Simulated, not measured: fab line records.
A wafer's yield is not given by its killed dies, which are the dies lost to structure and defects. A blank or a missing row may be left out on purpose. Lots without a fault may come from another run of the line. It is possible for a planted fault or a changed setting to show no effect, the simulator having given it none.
Problem report in the 8D (eight disciplines) form, filled by code | flow sky130 | the parts of the form that need people (team, actions taken, sign-off) are left out

## 1. WHAT WENT WRONG
At SKY_VIA1_CVD_21, chamberPressureTorr averages 42.37 Torr over 3 wafers from 2 lots, while fault-free wafers read 39.98 Torr, standard deviation 0.095. Measured from the usual mean, that is +25 standard deviations.
The step: deposits W, target thk 270 nm, time 80.902 s.
The first sign was on wafer L932.6 at day 38 06:01, on cvdW-01. Wafers with a number at this step in the record: 18, from 6 lots. By rule, "out" or "out of limits" means more than 4 standard deviations away from the usual mean. All remaining wafers that have a number are taken as sound.

## 2. WHAT IT IS, AND WHAT IT ISN'T
question                    | is                     | is not
which readings at this step | chamberPressureTorr    | heaterPowerW
which lots                  | L932, L933             | L926, L929, L936, L937
which wafers of those lots  | L932.6, L933.2, L933.6 | L932.4, L932.5, L933.3
read on which tools         | cvdW-01                | cvdW-02
when                        | from day 38 06:01      | up to then (8 sound wafers); but 7 sound wafers of L933, L936, L937 came after

## 3. WHAT RULES OUT EACH SUSPECT
Counting: if a tool at a process step up to the reading ran every lot that is out, it stays a suspect. Sound lots after the first of them don't rule it out here, since some wafers of a struck lot are sound.
- rieDiel-02 at SKY_VIA1_ETCH_14 (etches BARC in N2/H2, stops on SiO2, time 45.9 s, target depth 60 nm): kept. It ran every lot that is out, first L932 (day 38 05:16).
- rieDiel-02 at SKY_VIA1_ETCH_15 (etches SiO2 in C4F8/O2/Ar, stops on TiN, target depth 351 nm, time 54 s): kept. It ran every lot that is out, first L932 (day 38 05:19).
- pvdSputter-03 at SKY_VIA1_SPUTTER_20 (material TiN, target thk 20 nm, time 80 s): kept. Ran every lot that is out, first one L932 (day 38 05:55); last sound lot up to then L926 (day 36 06:12).
- cvdW-01 at SKY_VIA1_CVD_21 (deposits W, target thk 270 nm, time 80.902 s): kept. Ran every lot that is out, first one L932 (day 38 06:01); last sound lot up to then L926 (day 36 06:16). Its own readings are out on those wafers: chamberPressureTorr.
- In rieDiel-02 at SKY_VIA1_ETCH_14, the wafers that are out were processed in chamber 3 and their sound lot-mates in chambers 0, 2.
- In rieDiel-02 at SKY_VIA1_ETCH_15, the wafers that are out were processed in chamber 3 and their sound lot-mates in chambers 0, 2.
- At SKY_VIA1_CVD_21 on cvdW-01, chamber 1 took the sound wafers of the same lots and chamber 0 took the wafers that are out.
Left after counting: rieDiel-02 at SKY_VIA1_ETCH_14, rieDiel-02 at SKY_VIA1_ETCH_15, pvdSputter-03 at SKY_VIA1_SPUTTER_20, cvdW-01 at SKY_VIA1_CVD_21.

## 4. THE CAUSE (what the simulator had put in)
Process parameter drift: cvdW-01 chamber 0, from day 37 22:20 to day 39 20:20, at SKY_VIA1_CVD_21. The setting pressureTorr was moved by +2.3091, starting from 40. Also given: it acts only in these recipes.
Counting leaves 4 suspects; this tool is one of them.

## 5. SEQUENCE OF EFFECTS, ordered by route
Rows list readings where the struck wafers' mean (over those with a number) sits beyond 3 standard deviations from the usual. Only readings for which the record gives a usual standard deviation are gone through. hours: the time from each lot's start at the first step in this table that gives one to its start at this step, as a median over the lots. sigmas: the change in usual standard deviations.
hours | step            | reading             | usual      | on struck wafers | change | sigmas
0     | SKY_VIA1_CVD_21 | chamberPressureTorr | 39.98 Torr | 42.37            | +2.39  | +25
Here are the process steps it includes:
- SKY_VIA1_CVD_21: deposits W, target thk 270 nm, time 80.902 s.
Later measuring or inspecting steps at which every struck wafer that the step has a row for has a number for every such reading, and none has moved that far: SKY_VIA1_RS_MEAS_22, SKY_VIA1_THK_MEAS_23.

## 6. WHAT WOULD HAVE CAUGHT IT SOONER
In this record no reading fell out of limits until day 38 06:01, 8 hours after the fault had begun at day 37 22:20.
